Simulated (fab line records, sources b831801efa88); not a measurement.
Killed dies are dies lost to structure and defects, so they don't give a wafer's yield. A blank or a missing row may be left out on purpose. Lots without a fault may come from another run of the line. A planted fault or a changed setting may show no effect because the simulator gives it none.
A struck lot beside a sound one | flow sky130 | 38 steps out of a route of 708
Sound: wafers L129.1, L129.5, L129.6. Struck: wafers L140.1, L140.3. (L140.6 of the same lot was not struck and is left out.) The cause comes at the end.
At each step with rows: each side's tool, then ch and its chambers, then its first start. Under that, the readings that differ: sound wafers | struck wafers | difference of the means | sigmas: that difference in standard deviations of wafers without a fault.
alike: readings whose means differ by less than 2 such deviations, and words and numbers that are the same on both sides. not compared: withheld readings, readings that some wafer has no value for, bounds like >300 that may hide the same value, and numbers for which the record gives no deviation and whose values overlap.
The two part at a step that has a row with sigmas, a row that says differs or no value, or rows on one side only. Numbers that don't overlap but have no deviation are shown without sigmas and don't part them. A reading that every wafer of one side lacks parts them only if that side has two wafers or more.

SKY_SD_N_OVL_MEAS_08:
  sound on overlay-01, day 28 18:58; struck on overlay-01, day 32 10:01
  alike: SD_N_OVL
then, 3 steps without rows for these wafers: SKY_SD_N_IMPLANT_09; SKY_SD_N_IMPLANT_10; SKY_SD_N_STRIP_11 (strips in O2/N2).
SKY_SD_N_TW_MEAS_12:
  sound on film_metro-01, day 28 19:24; struck on film_metro-01, day 32 10:27
  alike: SD_N_TW
then, 1 step without rows for these wafers: SKY_SD_N_CLEAN_13 (cleans in SC1/SC2, time 150 s).
SKY_SD_N_RTA_14: time 2 s.
  sound on rtp_anneal-01 ch 0, day 28 19:31; struck on rtp_anneal-02 ch 0, day 32 10:34
  alike: lamp_power_pct, wafer_temp_C_max
SKY_SD_N_RS_MEAS_16: measures by four-point-probe.
  sound on film_metro-01, day 28 19:41; struck on film_metro-02, day 32 10:44
  alike: SD_N_RS
SKY_SD_N_RS_MEAS_17: measures by four-point-probe.
  sound on film_metro-01, day 28 19:49; struck on film_metro-02, day 32 10:51
  reading          | sound             | struck      | difference | sigmas
  SD_P_RS (ohm/sq) | 147.6 147.4 147.8 | 146.7 146.9 | -0.8       | -2
SKY_SD_N_RS_MEAS_18: measures by four-point-probe.
  sound on film_metro-01, day 28 19:56; struck on film_metro-02, day 32 10:58
  alike: RES_XHIGH_RS
then, 1 step without rows for these wafers: SKY_SALICIDE_CLEAN_00 (cleans in HF-last, time 30 s).
SKY_LI_CONTACT_HDPCVD_00: deposits PSG, target thk 930 nm, time 155 s.
  sound on hdpcvd-01 ch 0,2, day 28 20:04; struck on hdpcvd-01 ch 1,2, day 32 11:07
  reading                                       | sound             | struck      | difference | sigmas
  model.PSG_of_LI_CONTACT_HDPCVD_00.thk_nm (nm) | 934.6 929.5 947.7 | 310.9 281.5 | -641.1     |
SKY_LI_CONTACT_THK_MEAS_01:
  sound on film_metro-01, day 28 20:10; struck on film_metro-02, day 32 11:13
  reading                    | sound       | struck  | difference | sigmas
  LI_CONTACT_HDPCVD_THK (nm) | 935 929 947 | 311 282 | -640       | -64
SKY_LI_CONTACT_CMP_02: polishes PSG.
  sound on cmp-01 ch 1,2,3, day 28 20:20; struck on cmp-01 ch 1,3, day 32 11:16
  reading                | sound          | struck    | difference | sigmas
  time_to_endpoint_s (s) | 30.8 29.7 35.1 | 13.6 12.1 | -19.0      | -8
  alike: motor_current_A, platen_rpm
SKY_LI_CONTACT_BOW_MEAS_03:
  sound on film_metro-01, day 28 20:32; struck on film_metro-02, day 32 11:34
  alike: LI_CONTACT_BOW
then, 8 steps without rows for these wafers: SKY_LI_CONTACT_DEHYDRATE_04 (time 60 s); SKY_LI_CONTACT_HMDS_05 (prime time 60 s); SKY_LI_CONTACT_COAT_06 (resist thk 60 nm); SKY_LI_CONTACT_COAT_07 (resist thk 450 nm); SKY_LI_CONTACT_SOFTBAKE_08 (time 90 s); SKY_LI_CONTACT_EXPOSE_09 (exposes mask LICM1, target cd 170 nm); SKY_LI_CONTACT_PEB_10; SKY_LI_CONTACT_DEVELOP_11 (develop time 60 s).
SKY_LI_CONTACT_CD_MEAS_12: target cd 170 nm.
  sound on cd_sem-02, day 30 01:25; struck on cd_sem-02, day 33 14:55
  alike: cd_nm
SKY_LI_CONTACT_OVL_MEAS_13:
  sound on overlay-02, day 30 01:32; struck on overlay-02, day 33 15:02
  alike: LI_CONTACT_OVL
SKY_LI_CONTACT_ETCH_14: etches BARC in N2/H2, stops on SiO2, time 45.9 s, target depth 60 nm.
  sound on rie_diel-04 ch 1,2,3, day 30 01:35; struck on rie_diel-04 ch 1,3, day 33 15:05
  alike: drypump_motor_current_A, oes_product_au, throttle_valve_pct
  not compared: rf_hours_counter_h
SKY_LI_CONTACT_ETCH_15: etches PSG in C4F8/O2/Ar, stops on Si, target depth 600 nm.
  sound on rie_diel-04 ch 1,2,3, day 30 01:37; struck on rie_diel-04 ch 1,3, day 33 15:07
  reading                                | sound             | struck      | difference | sigmas
  oes_product_au (a.u.)                  | 0.839 0.832 0.842 | 0.620 0.594 | -0.231     | -48
  model.LI_CONTACT.feature_depth_nm (nm) | 594.7 596 597.2   | 310.9 281.5 | -299.8     |
  model.etch.depth_nm (nm)               | 594.7 596 597.2   | 310.9 281.5 | -299.8     |
SKY_LI_CONTACT_STRIP_16: strips in O2/N2.
  sound on plasma_asher-02 ch 0,1, day 30 01:43; struck on plasma_asher-01 ch 0,1, day 33 15:13
  alike: drypump_motor_current_A, oes_product_au, strip_time_to_endpoint_s
  not compared: rf_hours_counter_h
then, 3 steps without rows for these wafers: SKY_LI_CONTACT_CLEAN_17 (cleans in NMP, time 600 s); SKY_LI_CONTACT_PRE_CLEAN_18 (time 5.6 s); SKY_LI_CONTACT_SPUTTER_19 (material Ti, target thk 20 nm, time 106.37 s).
SKY_LI_CONTACT_SPUTTER_20: material TiN, target thk 20 nm, time 80 s.
  sound on pvd_sputter-04, day 30 02:05; struck on pvd_sputter-03, day 33 15:35
  alike: cathode_dc_power_W, throttle_valve_pct
SKY_LI_CONTACT_CVD_21: deposits W, target thk 400 nm, time 120.56 s.
  sound on cvd_w-01 ch 0,1, day 30 02:08; struck on cvd_w-02 ch 0,1, day 33 15:38
  reading            | sound       | struck  | difference | sigmas
  heater_power_w (W) | 840 829 833 | 907 901 | +70        | +2
SKY_LI_CONTACT_RS_MEAS_22: measures by four-point-probe.
  sound on film_metro-04, day 30 02:16; struck on film_metro-02, day 33 15:46
  alike: LI_CONTACT_W_RS
SKY_LI_CONTACT_THK_MEAS_23: measures by xrf.
  sound on film_metro-04, day 30 02:23; struck on film_metro-02, day 33 15:53
  alike: LI_CONTACT_W_THK
SKY_LI_CONTACT_CMP_24: polishes, stops on PSG, t overpolish 20 s, target thk 0 nm.
  sound on cmp-01 ch 0,3, day 30 02:26; struck on cmp-02 ch 0,2, day 33 16:00
  reading                                       | sound             | struck      | difference | sigmas
  model.PSG_of_LI_CONTACT_HDPCVD_00.thk_nm (nm) | 585.2 586.5 587.7 | 301.4 272.1 | -299.7     |
  alike: motor_current_A, overpolish_run_s, platen_rpm, time_to_endpoint_s
then, 1 step without rows for these wafers: SKY_LOCAL_INTERCONNECT_SPUTTER_00 (material TiN, target thk 100 nm, time 83.3 s).
-- the record jumps here: 16 days lie between the struck wafers' starts before and after (it left off in module LOCAL_INTERCONNECT and takes up again in module PAD_OPEN, whose first step shown is number 708 of the route) --
SKY_PAD_OPEN_PROBE_99:
  sound on prober-02, day 46 21:11; struck on prober-01, day 49 12:25
  reading                                 | sound             | struck      | difference | sigmas
  model.etest.cap_li_to_poly.c_af_um2     | 102.9 102.1 99.75 | 548.7 945.4 | +645.5     |
  model.etest.pfet_g5v0d10v5.r_on_ohm_um  | 4821 4809 4798    | 5069 5136   | +293       |
  model.etest.nfet_g5v0d10v5.r_on_ohm_um  | 1916 1898 1908    | 1850 1845   | -60        |
  model.etest.licon_high_po.rc_ohm        | 355.3 351.3 366.2 | 290.1 287.2 | -69.0      |
  model.etest.licon_ndiff.rc_ohm          | 176.1 180.3 184   | 136.8 132   | -45.7      |
  model.etest.nfet_01v8.r_on_ohm_um       | 806.1 835.7 829.7 | 792.7 795.9 | -29.5      |
  model.etest.sonos_uncharged.r_on_ohm_um | 826 844.2 835.6   | 759.5 779.4 | -65.8      |
  model.etest.licon_pdiff.rc_ohm          | 579.1 572.8 567.5 | 523.8 539.8 | -41.3      |
  alike: killed_at_M0_to_M3, killed_at_M4_up, killed_at_contacts, killed_at_front_end, killed_at_other, killed_dies, killed_open, killed_short

WHERE THEY PART
First at SKY_SD_N_RS_MEAS_17; last, within this record, at SKY_LI_CONTACT_CVD_21. Later steps at which nothing parts them and some readings are alike: SKY_LI_CONTACT_RS_MEAS_22, SKY_LI_CONTACT_THK_MEAS_23, SKY_LI_CONTACT_CMP_24, SKY_PAD_OPEN_PROBE_99.

WHY: what the simulator had put in
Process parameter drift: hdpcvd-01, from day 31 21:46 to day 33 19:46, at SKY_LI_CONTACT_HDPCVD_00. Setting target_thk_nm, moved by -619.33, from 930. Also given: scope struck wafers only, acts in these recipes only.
